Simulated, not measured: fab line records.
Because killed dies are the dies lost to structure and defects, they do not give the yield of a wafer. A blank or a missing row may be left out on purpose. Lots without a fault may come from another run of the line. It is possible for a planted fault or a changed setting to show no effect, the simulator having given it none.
fab line records	flow sky130
record: lots: 5	wafers: 15	last_day: 48
route steps=708 shown METAL5@669 PASSIVATION@681 PAD_OPEN@694
lots untouched by any fault: they come from a run of this same line in which no faults occurred
start_h: hours from the record's opening day to when the first of the lot's shown wafers began	wait_h: hours elapsed since this lot's preceding step	" the same as in the row above	L1.1+2: a single row standing in for several wafers	- value missing, or start not given	* or withheld: withheld	< > ~ a bound
route shown NAME@n: names a module that has steps shown in the file, with the first one's number in the route	usual: mean/standard deviation of fault-free wafers	same: alike in all rows	chamber/n: place in a boat	sites: the reading at each site	_std_site: how widely they spread, as a standard deviation	_edge_site: the outer-site mean with the inner-site mean subtracted	radius_mm: how far each site lies from the wafer's centre	mask NAME#n: copy n	behind: the tool/chamber that last shaped the wafer	hold: why the lot was held/for how many hours/how that ended	device: names the non-switching transistor (n, p or np)	end of line: tests of these same wafers at the route's end	a step without rows: its recipe alone	killed: count of dies lost to structure and defects at first sort (not the wafer's yield)	map: a wafer's dies, marking killed ones x, the rest . and places with no die _
set.NAME: the run value of the setting; set.NAME@STEP: its run value at that earlier step	model.NAME: the simulator's own value behind a step, which no gauge read
lots at selected steps of the route; one table per step, one row per wafer
services: the hour from which a tool's chamber was out of use, counted from the record's first day as start_h (under 0 if before that day), plus the number of hours and why
== steps ==
step: SKY_METAL5_HMDS_08
recipe: prime_time_s: 60	prime_temp_c: 120
lot.wafer	tool	chamber	start_h	wait_h
L077.1+3+6	litho_track-02	0	1037.11	0.1
L079.4+5+6	litho_track-01	0	1040.30	0.1
L082.1+2+3	litho_track-01	0	1064.92	0.1
L084.2+3+5	litho_track-04	0	1074.70	0.1
L088.1+3+6	litho_track-02	0	1102.56	0.1
step: SKY_METAL5_COAT_09
recipe: resist: NOVOLAK	spin_rpm: 3000	resist_thk_nm: 1800
lot.wafer	tool	chamber	start_h	wait_h
L077.1+3+6	litho_track-02	0	1037.26	0.1
L079.4+5+6	litho_track-01	0	1040.45	0.1
L082.1+2+3	litho_track-01	0	1065.07	0.1
L084.2+3+5	litho_track-04	0	1074.85	0.1
L088.1+3+6	litho_track-02	0	1102.71	0.1
step: SKY_METAL5_SOFTBAKE_10
recipe: temp_c: 90	time_s: 60	resist: NOVOLAK
lot.wafer	tool	chamber	start_h	wait_h
L077.1+3+6	litho_track-02	0	1037.41	0.1
L079.4+5+6	litho_track-01	0	1040.60	0.1
L082.1+2+3	litho_track-01	0	1065.22	0.1
L084.2+3+5	litho_track-04	0	1075.00	0.1
L088.1+3+6	litho_track-02	0	1102.86	0.1
step: SKY_METAL5_EXPOSE_11
recipe: mask_id: MM5	na: 0.6	source_shape: conventional	sigma_outer: 0.6	polarization: unpolarized	target_cd_nm: 1600	dose_mj: 190
lot.wafer	tool	chamber	start_h	wait_h	mask
L077.1+3+6	iline_stepper-01	0	-	-	MM5#0
L079.4+5+6	iline_stepper-01	0	-	-	MM5#0
L082.1+2+3	iline_stepper-02	0	-	-	MM5#0
L084.2+3+5	iline_stepper-02	0	-	-	MM5#0
L088.1+3+6	iline_stepper-01	0	-	-	MM5#0
step: SKY_METAL5_PEB_12
recipe: temp_c: withheld	time_s: *	resist: NOVOLAK
lot.wafer	tool	chamber	start_h	wait_h
L077.1+3+6	litho_track-02	0	-	-
L079.4+5+6	litho_track-01	0	-	-
L082.1+2+3	litho_track-04	0	-	-
L084.2+3+5	litho_track-04	0	-	-
L088.1+3+6	litho_track-02	0	-	-
step: SKY_METAL5_DEVELOP_13
recipe: resist: NOVOLAK	developer: TMAH	develop_time_s: 60	dev_temp_c: 23
usual: developer_temp_C: 22.99/0.11
lot.wafer	tool	chamber	start_h	wait_h	developer_temp_C
L077.1	litho_track-02	0	1048.11	0.1	23.11
L077.3	"	0	"	"	23.12
L077.6	"	0	"	"	23.00
L079.4	litho_track-01	0	1051.00	0.1	22.89
L079.5	"	0	"	"	22.96
L079.6	"	0	"	"	23.07
L082.1	litho_track-04	0	1075.28	0.1	23.05
L082.2	"	0	"	"	23.04
L082.3	"	0	"	"	23.13
L084.2	litho_track-04	0	1085.45	0.1	23.02
L084.3	"	0	"	"	23.11
L084.5	"	0	"	"	22.94
L088.1	litho_track-02	0	1112.71	0.1	22.91
L088.3	"	0	"	"	22.87
L088.6	"	0	"	"	23.00
step: SKY_METAL5_DESCUM_14
recipe: chemistry: O2	source_power_w: 150	bias_power_w: 0	pressure_mtorr: 10	temp_c: 40	time_s: 11
usual: drypump_motor_current_A: 5.77/0.2	oes_product_au: 0.999/0.0088	rf_fwd_power_W: 147.1/0.7
lot.wafer	tool	chamber	start_h	wait_h	drypump_motor_current_A	oes_product_au	rf_fwd_power_W	rf_hours_counter_h
L077.1	rie_metal-03	1	1048.26	0.1	5.75	0.989	147.0	11
L077.3	"	1	"	"	5.73	0.997	146.5	-
L077.6	"	0	"	"	5.72	1.006	147.3	-
L079.4	rie_metal-03	1	1051.08	0.1	5.71	0.992	147.2	-
L079.5	"	1	"	"	5.75	0.992	146.9	-
L079.6	"	0	"	"	5.76	1.006	147.6	-
L082.1	rie_metal-01	1	1075.43	0.1	6.07	0.982	147.2	12
L082.2	"	0	"	"	5.52	0.999	146.6	15
L082.3	"	1	"	"	6.07	0.996	146.7	-
L084.2	rie_metal-01	1	1085.58	0.1	6.06	0.992	147.7	13
L084.3	"	0	"	"	5.51	1.008	146.4	-
L084.5	"	1	"	"	6.07	1.002	147.7	-
L088.1	rie_metal-01	0	1112.86	0.1	5.51	1.001	146.3	17
L088.3	"	1	"	"	6.07	1.002	147.1	-
L088.6	"	1	"	"	6.05	1.004	147.2	-
step: SKY_METAL5_METAL_ETCH_15
recipe: target_depth_a: 12600	stop_on: SiO2	over_etch_frac: 0.2	time_s: 252	chemistry: Cl2/BCl3	resist_sidewall_deg: 86	pressure_mtorr: 10	icp_w: 900	bias_w: 48.5	Cl2_flow_sccm: 60	bcl3_flow_sccm: 30
usual: drypump_motor_current_A: 5.77/0.2	oes_product_au: 0.895/0.0051	rf_fwd_power_W: 897.5/2.5	throttle_valve_pct: 22.265/0.0096
lot.wafer	tool	chamber	start_h	wait_h	drypump_motor_current_A	oes_product_au	rf_fwd_power_W	rf_hours_counter_h	throttle_valve_pct
L077.1	rie_metal-03	1	1048.29	0.0	5.74	0.905	894.2	11	22.261
L077.3	"	1	"	"	5.74	0.903	893.5	-	22.263
L077.6	"	0	"	"	5.73	0.895	898.9	-	22.271
L079.4	rie_metal-03	1	1051.18	0.1	5.73	0.894	902.0	-	22.276
L079.5	"	1	"	"	5.75	0.897	905.1	-	22.265
L079.6	"	0	"	"	5.69	0.889	897.4	-	22.265
L082.1	rie_metal-01	1	1075.46	0.0	6.05	0.894	894.2	12	22.257
L082.2	"	0	"	"	5.51	0.898	897.5	15	22.263
L082.3	"	1	"	"	6.06	0.905	896.0	-	22.263
L084.2	rie_metal-01	1	1085.61	0.0	6.05	0.898	897.2	13	22.265
L084.3	"	0	"	"	5.51	0.894	895.1	-	22.265
L084.5	"	1	"	"	6.06	0.889	894.8	-	22.275
L088.1	rie_metal-01	0	1112.89	0.0	5.52	0.894	902.4	17	22.246
L088.3	"	1	"	"	6.07	0.898	899.5	-	22.261
L088.6	"	1	"	"	6.09	0.895	896.3	-	22.263
step: SKY_METAL5_STRIP_16
recipe: chemistry: O2/N2	power_w: 1400	pressure_mtorr: 1500	platen_temp_c: withheld	o2_flow_sccm: 3000	n2_flow_sccm: 300	overash_fraction: 0.5
usual: drypump_motor_current_A: 5.5/0.48	oes_product_au: 0.710/0.0045	strip_time_to_endpoint_s: 13.06/0.11
lot.wafer	tool	chamber	start_h	wait_h	drypump_motor_current_A	oes_product_au	rf_hours_counter_h	strip_time_to_endpoint_s
L077.1	plasma_asher-01	0	1048.53	0.2	6.0	0.702	118	13.11
L077.3	"	1	"	"	5.7	0.709	-	13.09
L077.6	"	1	"	"	5.8	0.715	-	12.88
L079.4	plasma_asher-02	0	1051.37	0.1	6.1	0.717	-	13.13
L079.5	"	0	"	"	6.1	0.711	-	13.24
L079.6	"	1	"	"	5.4	0.715	-	13.15
L082.1	plasma_asher-01	0	1075.70	0.2	6.0	0.712	1	13.23
L082.2	"	1	"	"	5.7	0.705	1	13.15
L082.3	"	1	"	"	5.7	0.708	-	13.14
L084.2	plasma_asher-01	0	1085.85	0.2	6.0	0.711	2	13.08
L084.3	"	0	"	"	6.0	0.709	-	13.06
L084.5	"	1	"	"	5.7	0.712	-	13.13
L088.1	plasma_asher-03	0	1113.13	0.2	4.9	0.720	98	13.04
L088.3	"	0	"	"	4.8	0.710	-	13.04
L088.6	"	1	"	"	5.0	0.710	-	13.14
step: SKY_METAL5_STRIP_17
recipe: chemistry: post_etch_residue_remover	time_s: 1200	temp_c: 72.5
usual: bath_guard_temp_C: 72.1/0.46
lot.wafer	tool	chamber	start_h	wait_h	bath_guard_temp_C
L077.1	wet_bench-02	1	1048.63	0.1	72.0
L077.3	"	1	"	"	72.5
L077.6	"	1	"	"	72.3
L079.4	wet_bench-01	2	1051.44	0.0	71.9
L079.5	"	2	"	"	72.0
L079.6	"	2	"	"	72.1
L082.1	wet_bench-01	2	1075.80	0.1	72.2
L082.2	"	2	"	"	72.2
L082.3	"	2	"	"	72.4
L084.2	wet_bench-04	0	1085.95	0.1	72.8
L084.3	"	0	"	"	72.4
L084.5	"	0	"	"	72.8
L088.1	wet_bench-04	1	1113.23	0.1	71.4
L088.3	"	1	"	"	71.8
L088.6	"	1	"	"	71.7
step: SKY_METAL5_CLEAN_18
recipe: chemistry: IPA	time_s: 180	temp_c: 25
lot.wafer	tool	chamber	start_h	wait_h
L077.1+3+6	wet_bench-04	1	1049.00	0.0
L079.4+5+6	wet_bench-01	0	1051.78	0.0
L082.1+2+3	wet_bench-04	0	1076.14	0.0
L084.2+3+5	wet_bench-01	3	1086.32	0.0
L088.1+3+6	wet_bench-04	2	1113.57	0.0
step: SKY_METAL5_CLEAN_19
recipe: chemistry: O3/DIW	dry: n2_spin
lot.wafer	tool	chamber	start_h	wait_h
L077.1+3+6	wet_bench-01	3	1049.06	0.0
L079.4+5+6	wet_bench-01	3	1051.84	0.0
L082.1+2+3	wet_bench-01	1	1076.20	0.0
L084.2+3+5	wet_bench-02	2	1086.38	0.0
L088.1+3+6	wet_bench-01	1	1113.69	0.1
step: SKY_PASSIVATION_CVD_00
recipe: material: SiO2	target_thk_nm: 90	temp_c: 400	time_s: withheld	rf_w: 600
usual: heater_power_w: 713/88	rf_fwd_power_W: 589/3.3
lot.wafer	tool	chamber	start_h	wait_h	heater_power_w	rf_fwd_power_W
L077.1	pecvd-02	2	1049.15	0.0	733	587
L077.3	"	1	"	"	752	590
L077.6	"	2	"	"	749	584
L079.4	pecvd-01	0	1051.94	0.0	743	585
L079.5	"	1	"	"	848	589
L079.6	"	2	"	"	623	590
L082.1	pecvd-01	0	1076.29	0.0	821	584
L082.2	"	2	"	"	601	595
L082.3	"	1	"	"	751	590
L084.2	pecvd-03	2	1086.47	0.0	850	585
L084.3	"	0	"	"	503	592
L084.5	"	1	"	"	631	592
L088.1	pecvd-03	1	1113.79	0.0	758	587
L088.3	"	0	"	"	494	589
L088.6	"	1	"	"	750	587
step: SKY_PASSIVATION_THK_MEAS_01
recipe: reads: SiO2_of_PASSIVATION_CVD_00
usual: PASSIVATION_CVD_00_THK: 89.8/1.2
lot.wafer	tool	chamber	start_h	wait_h	PASSIVATION_CVD_00_THK[nm]
L077.1	film_metro-02	-	1049.17	-	88.8
L077.3	"	-	"	"	88.6
L077.6	"	-	"	"	91.5
L079.4	film_metro-01	-	1051.98	-	91.6
L079.5	"	-	"	"	90.6
L079.6	"	-	"	"	91.2
L082.1	film_metro-02	-	1076.31	-	89.4
L082.2	"	-	"	"	89.5
L082.3	"	-	"	"	90.3
L084.2	film_metro-03	-	1086.51	-	89.0
L084.3	"	-	"	"	88.2
L084.5	"	-	"	"	88.6
L088.1	film_metro-01	-	1113.81	-	87.8
L088.3	"	-	"	"	90.0
L088.6	"	-	"	"	90.3
step: SKY_PASSIVATION_CVD_02
recipe: material: Si3N4	target_thk_nm: 540	temp_c: 400	time_s: withheld	rf_w: 450
usual: heater_power_w: 743/110	rf_fwd_power_W: 449.1/1.4
lot.wafer	tool	chamber	start_h	wait_h	heater_power_w	rf_fwd_power_W
L077.1	pecvd-03	1	1049.23	0.1	781	449.1
L077.3	"	2	"	"	779	448.6
L077.6	"	1	"	"	664	448.3
L079.4	pecvd-02	1	1052.13	0.1	805	449.0
L079.5	"	0	"	"	738	449.6
L079.6	"	2	"	"	754	449.3
L082.1	pecvd-03	1	1076.37	0.1	699	450.0
L082.2	"	0	"	"	437	448.3
L082.3	"	2	"	"	885	449.8
L084.2	pecvd-02	0	1086.56	0.0	686	449.3
L084.3	"	0	"	"	735	449.0
L084.5	"	1	"	"	766	449.4
L088.1	pecvd-01	0	1113.87	0.1	835	450.9
L088.3	"	1	"	"	808	448.7
L088.6	"	0	"	"	867	449.7
step: SKY_PASSIVATION_THK_MEAS_03
recipe: reads: Si3N4_of_PASSIVATION_CVD_02
usual: PASSIVATION_CVD_02_THK: 541/6.9
lot.wafer	tool	chamber	start_h	wait_h	PASSIVATION_CVD_02_THK[nm]
L077.1	film_metro-03	-	1049.57	-	535
L077.3	"	-	"	"	547
L077.6	"	-	"	"	538
L079.4	film_metro-01	-	1052.27	-	540
L079.5	"	-	"	"	544
L079.6	"	-	"	"	542
L082.1	film_metro-02	-	1076.60	-	539
L082.2	"	-	"	"	542
L082.3	"	-	"	"	537
L084.2	film_metro-02	-	1086.90	-	541
L084.3	"	-	"	"	543
L084.5	"	-	"	"	550
L088.1	film_metro-02	-	1114.21	-	537
L088.3	"	-	"	"	552
L088.6	"	-	"	"	537
step: SKY_PASSIVATION_DEHYDRATE_04
recipe: temp_c: 200	time_s: 60
lot.wafer	tool	chamber	start_h	wait_h
L077.1+3+6	litho_track-04	0	1059.83	10.2
L079.4+5+6	litho_track-01	0	1062.45	10.2
L082.1+2+3	litho_track-01	0	1086.77	10.2
L084.2+3+5	litho_track-03	0	1096.29	9.4
L088.1+3+6	litho_track-01	0	1123.22	9.0
step: SKY_PASSIVATION_HMDS_05
recipe: prime_time_s: 60	prime_temp_c: 120
lot.wafer	tool	chamber	start_h	wait_h
L077.1+3+6	litho_track-04	0	1059.98	0.1
L079.4+5+6	litho_track-01	0	1062.60	0.1
L082.1+2+3	litho_track-01	0	1086.92	0.1
L084.2+3+5	litho_track-03	0	1096.44	0.1
L088.1+3+6	litho_track-01	0	1123.37	0.1
step: SKY_PASSIVATION_COAT_06
recipe: spin_rpm: 2000	resist_thk_nm: 3000
lot.wafer	tool	chamber	start_h	wait_h
L077.1+3+6	litho_track-04	0	1060.13	0.1
L079.4+5+6	litho_track-01	0	1062.75	0.1
L082.1+2+3	litho_track-01	0	1087.07	0.1
L084.2+3+5	litho_track-03	0	1096.59	0.1
L088.1+3+6	litho_track-01	0	1123.52	0.1
step: SKY_PASSIVATION_SOFTBAKE_07
recipe: temp_c: 110	time_s: withheld
lot.wafer	tool	chamber	start_h	wait_h
L077.1+3+6	litho_track-04	0	1060.28	0.1
L079.4+5+6	litho_track-01	0	1062.92	0.1
L082.1+2+3	litho_track-01	0	1087.22	0.1
L084.2+3+5	litho_track-03	0	1096.75	0.1
L088.1+3+6	litho_track-01	0	1123.67	0.1
step: SKY_PASSIVATION_EXPOSE_08
recipe: mask_id: NSM	target_cd_nm: 3000	na: 0.57	dose_mj: 260
lot.wafer	tool	chamber	start_h	wait_h	mask
L077.1+3+6	iline_stepper-01	0	-	-	NSM#0
L079.4+5+6	iline_stepper-01	0	-	-	NSM#0
L082.1+2+3	iline_stepper-02	0	-	-	NSM#0
L084.2+3+5	iline_stepper-01	0	-	-	NSM#0
L088.1+3+6	iline_stepper-02	0	-	-	NSM#0
step: SKY_PASSIVATION_PEB_09
recipe: temp_c: 115	time_s: withheld
lot.wafer	tool	chamber	start_h	wait_h
L077.1+3+6	litho_track-03	0	-	-
L079.4+5+6	litho_track-01	0	-	-
L082.1+2+3	litho_track-04	0	-	-
L084.2+3+5	litho_track-04	0	-	-
L088.1+3+6	litho_track-04	0	-	-
step: SKY_PASSIVATION_DEVELOP_10
recipe: develop_time_s: 60	dev_temp_c: 23.61
usual: developer_temp_C: 23.60/0.11
lot.wafer	tool	chamber	start_h	wait_h	developer_temp_C
L077.1	litho_track-03	0	-	-	23.67
L077.3	"	0	"	"	23.70
L077.6	"	0	"	"	23.65
L079.4	litho_track-01	0	-	-	23.69
L079.5	"	0	"	"	23.61
L079.6	"	0	"	"	23.51
L082.1	litho_track-04	0	-	-	23.45
L082.2	"	0	"	"	23.67
L082.3	"	0	"	"	23.48
L084.2	litho_track-04	0	-	-	23.64
L084.3	"	0	"	"	23.61
L084.5	"	0	"	"	23.62
L088.1	litho_track-04	0	-	-	23.61
L088.3	"	0	"	"	23.56
L088.6	"	0	"	"	23.62
step: SKY_PASSIVATION_ETCH_11
recipe: chemistry: CF4/O2	target_depth_nm: 725	stop_on: AlCu	source_w: 800	bias_w: 150	pressure_mtorr: 150	cf4_flow_sccm: 80	O2_flow_sccm: 10	time_s: 161.1
usual: O2_flow_sccm: 9.997/0.027	drypump_motor_current_A: 5.7/0.49	oes_product_au: 0.977/0.0077	rf_fwd_power_W: 796.3/2.5	throttle_valve_pct: 5.964/0.0098
lot.wafer	tool	chamber	start_h	wait_h	O2_flow_sccm	drypump_motor_current_A	oes_product_au	rf_fwd_power_W	rf_hours_counter_h	throttle_valve_pct
L077.1	rie_diel-04	2	1070.71	-	9.963	6.4	0.976	793.7	19	5.948
L077.3	"	3	"	"	9.966	5.0	0.971	792.6	17	5.961
L077.6	"	0	"	"	10.019	6.4	0.980	791.2	-	5.966
L079.4	rie_diel-03	3	1073.32	-	10.008	5.6	0.981	793.1	14	5.977
L079.5	"	3	"	"	9.988	5.6	0.982	793.5	-	5.976
L079.6	"	2	"	"	9.971	5.4	0.985	794.9	-	5.959
L082.1	rie_diel-04	3	1096.88	-	9.977	5.0	0.981	798.6	17	5.955
L082.2	"	2	"	"	10.006	6.4	0.974	795.5	20	5.959
L082.3	"	0	"	"	9.997	6.3	0.983	796.0	10	5.952
L084.2	rie_diel-04	2	1107.03	-	9.987	6.4	0.974	796.7	20	5.953
L084.3	"	1	"	"	10.003	4.9	0.978	790.1	6	5.953
L084.5	"	3	"	"	10.006	5.0	0.977	800.4	-	5.969
L088.1	rie_diel-04	2	1132.73	-	9.982	6.5	0.970	795.5	21	5.966
L088.3	"	1	"	"	9.994	4.9	0.988	793.8	7	5.974
L088.6	"	3	"	"	10.036	5.0	0.981	797.5	-	5.961
step: SKY_PASSIVATION_STRIP_12
recipe: chemistry: O2/N2	power_w: 1400	pressure_mtorr: 1500	platen_temp_c: withheld	overash_fraction: 0.7	o2_flow_sccm: 3000	n2_flow_sccm: 300
usual: drypump_motor_current_A: 5.2/0.41	oes_product_au: 0.661/0.0047	strip_time_to_endpoint_s: 31.53/0.13
lot.wafer	tool	chamber	start_h	wait_h	drypump_motor_current_A	oes_product_au	rf_hours_counter_h	strip_time_to_endpoint_s
L077.1	plasma_asher-03	0	1070.82	0.1	4.8	0.660	94	31.56
L077.3	"	0	"	"	4.8	0.659	-	31.58
L077.6	"	0	"	"	4.8	0.653	-	31.47
L079.4	plasma_asher-03	0	1073.46	0.1	4.9	0.673	-	31.45
L079.5	"	1	"	"	5.0	0.666	-	31.51
L079.6	"	0	"	"	4.8	0.658	-	31.31
L082.1	plasma_asher-03	1	1096.98	0.1	5.0	0.663	97	31.55
L082.2	"	0	"	"	4.8	0.659	97	31.65
L082.3	"	1	"	"	5.0	0.654	-	31.58
L084.2	plasma_asher-04	1	1107.13	0.1	5.7	0.658	38	31.50
L084.3	"	1	"	"	5.7	0.658	-	31.42
L084.5	"	1	"	"	5.7	0.657	-	31.67
L088.1	plasma_asher-04	0	1132.83	0.1	5.6	0.658	40	31.55
L088.3	"	1	"	"	5.7	0.663	-	31.53
L088.6	"	1	"	"	5.7	0.659	-	31.60
step: SKY_PAD_OPEN_DEHYDRATE_00
recipe: temp_c: 200	time_s: 60
lot.wafer	tool	chamber	start_h	wait_h
L077.1+3+6	litho_track-01	0	1081.57	10.7
L079.4+5+6	litho_track-01	0	1083.50	10.0
L082.1+2+3	litho_track-02	0	1106.61	9.6
L084.2+3+5	litho_track-03	0	1116.34	9.2
L088.1+3+6	litho_track-03	0	1141.57	8.7
== services ==
tool	chamber	start_h	hours	kind
pecvd-01	0	1019.68	5.5	scheduled_down
pecvd-02	0	1020.05	2.1	scheduled_down
iline_stepper-01	-	1022.75	2.4	repair
pecvd-02	1	1035.91	5.5	scheduled_down
rie_diel-04	0	1038.97	2.7	repair
pecvd-03	0	1042.24	18.1	repair
plasma_asher-01	-	1055.25	9.0	pm
plasma_asher-01	0	1055.25	9.0	vent_cycle
plasma_asher-01	1	1055.25	9.0	vent_cycle
rie_diel-03	3	1056.95	7.9	repair
pecvd-03	0	1060.33	5.5	scheduled_down
plasma_asher-01	0	1064.25	-	clean
plasma_asher-01	1	1064.25	-	clean
pecvd-02	2	1071.77	2.0	repair
pecvd-02	2	1073.82	16.5	scheduled_down
rie_diel-03	3	1082.09	18.3	repair
iline_stepper-02	-	1093.06	1.7	pm
rie_diel-03	-	1093.53	1.4	repair
rie_diel-04	-	1093.69	0.4	repair
plasma_asher-04	-	1101.57	0.6	repair
pecvd-01	2	1102.89	23.7	repair
plasma_asher-01	-	1120.22	2.8	pm
pecvd-01	-	1122.98	2.9	repair
pecvd-01	2	1126.58	5.5	scheduled_down
== key ==
fault none
